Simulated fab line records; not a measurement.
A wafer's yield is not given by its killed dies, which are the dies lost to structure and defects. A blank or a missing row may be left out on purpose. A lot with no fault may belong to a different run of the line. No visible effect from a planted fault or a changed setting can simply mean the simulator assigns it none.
Split-lot study / flow sfq-line / route with 325 steps; 5 lots, 23 wafers read

== SPLIT DETAILS ==
At SFQ_TRILAYER_I6_VIA_LITHO_EXPOSE_170 (exposes mask I6, target cd 700 nm), the setting dose-mj was moved away from the recipe's 21.3 on 7 of the 23 wafers read, by +4.3% to +6.9%. The other wafers ran this setting at the recipe's value.

== FROM THE SPLIT TO THE READING: what the file shows between them, 3 steps ==
- SFQ_TRILAYER_I6_VIA_LITHO_PEB_172: peb time 60 s
- SFQ_TRILAYER_I6_VIA_LITHO_DEVELOP_171: time 60 s
- SFQ_TRILAYER_I6_VIA_BARC_OPEN_VIA_ETCH_235: etches BARC in O2, target depth 125 nm, time 41.7 s

== THE READING ==
I6.cd-nm (the simulator's own value, which no gauge read), in nm, at SFQ_TRILAYER_I6_VIA_ETCH_VIA_ETCH_172 (etches SiO2 in CHF3, stops on Nb, target depth 260 nm). The file gives no usual value for it. The 16 wafers here that ran the recipe average 700.2 nm, standard deviation 0.73 nm.

wafer=L074.2; tool, chamber at the split=krf-scanner-02, 0; dose-mj as run=21.3; against the recipe=recipe; I6.cd-nm, nm=699.5; against lot-mates on the recipe=-
wafer=L074.3; tool, chamber at the split=krf-scanner-02, 0; dose-mj as run=21.3; against the recipe=recipe; I6.cd-nm, nm=699.2; against lot-mates on the recipe=-
wafer=L074.4; tool, chamber at the split=krf-scanner-02, 0; dose-mj as run=22.78; against the recipe=+6.9%; I6.cd-nm, nm=709.9; against lot-mates on the recipe=+9.9
wafer=L074.5; tool, chamber at the split=krf-scanner-02, 0; dose-mj as run=21.3; against the recipe=recipe; I6.cd-nm, nm=701.4; against lot-mates on the recipe=-
wafer=L074.6; tool, chamber at the split=krf-scanner-02, 0; dose-mj as run=22.78; against the recipe=+6.9%; I6.cd-nm, nm=710.8; against lot-mates on the recipe=+10.8
wafer=L075.1; tool, chamber at the split=krf-scanner-02, 0; dose-mj as run=21.3; against the recipe=recipe; I6.cd-nm, nm=700.9; against lot-mates on the recipe=-
wafer=L075.3; tool, chamber at the split=krf-scanner-02, 0; dose-mj as run=21.3; against the recipe=recipe; I6.cd-nm, nm=699.9; against lot-mates on the recipe=-
wafer=L075.4; tool, chamber at the split=krf-scanner-02, 0; dose-mj as run=21.3; against the recipe=recipe; I6.cd-nm, nm=700.4; against lot-mates on the recipe=-
wafer=L075.5; tool, chamber at the split=krf-scanner-02, 0; dose-mj as run=21.3; against the recipe=recipe; I6.cd-nm, nm=699.3; against lot-mates on the recipe=-
wafer=L075.6; tool, chamber at the split=krf-scanner-02, 0; dose-mj as run=21.3; against the recipe=recipe; I6.cd-nm, nm=700; against lot-mates on the recipe=-
wafer=L078.1; tool, chamber at the split=krf-scanner-02, 0; dose-mj as run=21.3; against the recipe=recipe; I6.cd-nm, nm=700.1; against lot-mates on the recipe=-
wafer=L078.2; tool, chamber at the split=krf-scanner-02, 0; dose-mj as run=21.3; against the recipe=recipe; I6.cd-nm, nm=699.3; against lot-mates on the recipe=-
wafer=L078.6; tool, chamber at the split=krf-scanner-02, 0; dose-mj as run=21.3; against the recipe=recipe; I6.cd-nm, nm=699.4; against lot-mates on the recipe=-
wafer=L080.1; tool, chamber at the split=krf-scanner-02, 0; dose-mj as run=22.56; against the recipe=+5.9%; I6.cd-nm, nm=708.3; against lot-mates on the recipe=+7.1
wafer=L080.2; tool, chamber at the split=krf-scanner-02, 0; dose-mj as run=22.56; against the recipe=+5.9%; I6.cd-nm, nm=708.7; against lot-mates on the recipe=+7.5
wafer=L080.4; tool, chamber at the split=krf-scanner-02, 0; dose-mj as run=22.56; against the recipe=+5.9%; I6.cd-nm, nm=709.3; against lot-mates on the recipe=+8.1
wafer=L080.5; tool, chamber at the split=krf-scanner-02, 0; dose-mj as run=21.3; against the recipe=recipe; I6.cd-nm, nm=701.1; against lot-mates on the recipe=-
wafer=L080.6; tool, chamber at the split=krf-scanner-02, 0; dose-mj as run=21.3; against the recipe=recipe; I6.cd-nm, nm=701.2; against lot-mates on the recipe=-
wafer=L084.1; tool, chamber at the split=krf-scanner-02, 0; dose-mj as run=21.3; against the recipe=recipe; I6.cd-nm, nm=700.5; against lot-mates on the recipe=-
wafer=L084.3; tool, chamber at the split=krf-scanner-02, 0; dose-mj as run=22.22; against the recipe=+4.3%; I6.cd-nm, nm=707.3; against lot-mates on the recipe=+6.9
wafer=L084.4; tool, chamber at the split=krf-scanner-02, 0; dose-mj as run=22.22; against the recipe=+4.3%; I6.cd-nm, nm=706.6; against lot-mates on the recipe=+6.2
wafer=L084.5; tool, chamber at the split=krf-scanner-02, 0; dose-mj as run=21.3; against the recipe=recipe; I6.cd-nm, nm=699.8; against lot-mates on the recipe=-
wafer=L084.6; tool, chamber at the split=krf-scanner-02, 0; dose-mj as run=21.3; against the recipe=recipe; I6.cd-nm, nm=701; against lot-mates on the recipe=-

FIT RESULTS
A straight line over all 23 wafers: I6.cd-nm changes by +1.47 nm for each +1% of dose-mj; r = +0.99; the points scatter about the line by 0.69 nm.
The same after taking each lot's own level away (the mean of its wafers on the recipe; 23 wafers): +1.4 nm for each +1%; r = +0.99; scatter 0.65 nm.
According to that fit, moving dose-mj by its largest amount changes the reading by 9.7 nm.
The span of the lots' own levels, 699.60 to 701.15 nm, comes to 2.1 times the standard deviation stated above.
Hence the lot-to-lot level has little effect on the slope; both slopes agree.
Check: with one of the wafers moved furthest among these (+6.9%) left out of the fit, the line predicts +9.71 nm for it against its lot-mates. Against them it came out at +9.87 nm.

== FURTHER SPLITS ON THESE WAFERS ==
These wafers also went through other splits before the reading. Each is held against what the fit with the lots' levels taken away leaves over:
other split on the same wafers=SFQ_TRILAYER_C5_LITHO_PEB_154 peb-time-s; wafers away from the commonest value=11; r with I6.cd-nm (lot level and that fit taken away)=+0.35
other split on the same wafers=SFQ_TRILAYER_M6_LITHO_COAT_164 resist-thk-nm; wafers away from the commonest value=9; r with I6.cd-nm (lot level and that fit taken away)=+0.41
other split on the same wafers=SFQ_TRILAYER_I6_CMP_CMP_166 leave-above-ref-nm; wafers away from the commonest value=10; r with I6.cd-nm (lot level and that fit taken away)=-0.12

== THE WHOLE CHAIN: every reading that the file lists as answering this split, in the file's order ==
step=SFQ_TRILAYER_I6_VIA_BARC_OPEN_VIA_ETCH_235; what it does=etches BARC in O2, target depth 125 nm, time 41.7 s; reading=I6.cd-nm (the simulator's own value, which no gauge read); change (the file's fit)=+1.46 nm for each +1% of the setting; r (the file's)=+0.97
step=SFQ_TRILAYER_I6_VIA_ETCH_VIA_ETCH_172; what it does=etches SiO2 in CHF3, stops on Nb, target depth 260 nm; reading=I6.cd-nm (the simulator's own value, which no gauge read); change (the file's fit)=+1.42 nm for each +1% of the setting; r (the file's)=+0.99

== THE FILE'S OWN FIT ==
I6.cd-nm changes by +1.42 nm for each +1% of dose-mj, r = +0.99.
